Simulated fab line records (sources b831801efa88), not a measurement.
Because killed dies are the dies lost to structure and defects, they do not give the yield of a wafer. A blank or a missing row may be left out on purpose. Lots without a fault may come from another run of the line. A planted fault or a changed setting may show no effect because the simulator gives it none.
One fault through the eyes of 2 desks | flow sfq-line | each desk has only its own numbers; what lay behind them comes last

## AT THE TOOL OWNER'S DESK: litho-track-02
The tool's own readings at SFQ_TRILAYER_M4_LITHO_COAT_093 (resist thk 600 nm): means of the sampled wafers that have a number, for each lot that ran on this tool. Marked OUT: a lot whose mean sits more than 4 standard deviations from the usual mean, which makes it out of limits; the brackets give that distance.
Columns: A = exhaust-pa at SFQ_TRILAYER_M4_LITHO_COAT_093, usual 44.9 Pa; B = spin-speed-rpm at SFQ_TRILAYER_M4_LITHO_COAT_093, usual 2999.7 rpm
lot  | first seen here | A    | B
L563 | day 46 10:50    | 45.5 | 3001.9
L571 | day 49 08:41    | 44.4 | 2896.5 (-43) OUT
L572 | day 49 11:11    | 44.8 | 2895.4 (-43) OUT
Finding of this desk: L571, L572 out of limits; the first was L571 at day 49 08:41, on spin-speed-rpm at SFQ_TRILAYER_M4_LITHO_COAT_093. In limits: L563.

## AT THE METROLOGY DESK
Lot by lot, what the gauges showed, no matter which tool ran the lot: averages of those sampled wafers that carry a number. Marked OUT: a lot whose mean sits more than 4 standard deviations from the usual mean, which makes it out of limits; the brackets give that distance.
Columns: A = I3_OVL at SFQ_I3_OVL_MEAS_923, usual 0 nm; B = M4_NB_RS at SFQ_M4_RS_MEAS_924, usual 0.892 ohm/sq; C = M4_OVL at SFQ_M4_OVL_MEAS_926, usual 1 nm
lot  | first seen here | A  | B     | C
L559 | day 44 17:20    | -0 | 0.901 | -1
L563 | day 46 09:16    | 1  | 0.886 | -3
L568 | day 48 13:08    | -1 | 0.878 | -2
L571 | day 49 07:07    | 8  | 0.880 | -2
L572 | day 49 09:32    | -1 | 0.893 | -2
L573 | day 49 23:55    | 4  | 0.884 | -1
This desk's verdict: no lot among the 6 shows anything out of limits.

## BROUGHT TOGETHER
The tool owner's desk had the chance to raise an alarm at day 49 08:41 on L571, L572.
Metrology desk: nothing out of limits seen.
The metrology desk has L571, L572 on record, within its limits.
Of the lots named, all ran SFQ_TRILAYER_M4_LITHO_COAT_093 on litho-track-02.

## WHAT THE SIMULATOR HAD PUT IN
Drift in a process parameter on litho-track-02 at SFQ_TRILAYER_M4_LITHO_COAT_093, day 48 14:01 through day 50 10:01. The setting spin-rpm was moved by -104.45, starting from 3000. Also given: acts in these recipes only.
Shown lots that were struck: L571, L572.
How many hours passed from the start of the fault until each desk's first out-of-limits reading: the tool owner's desk, 19.
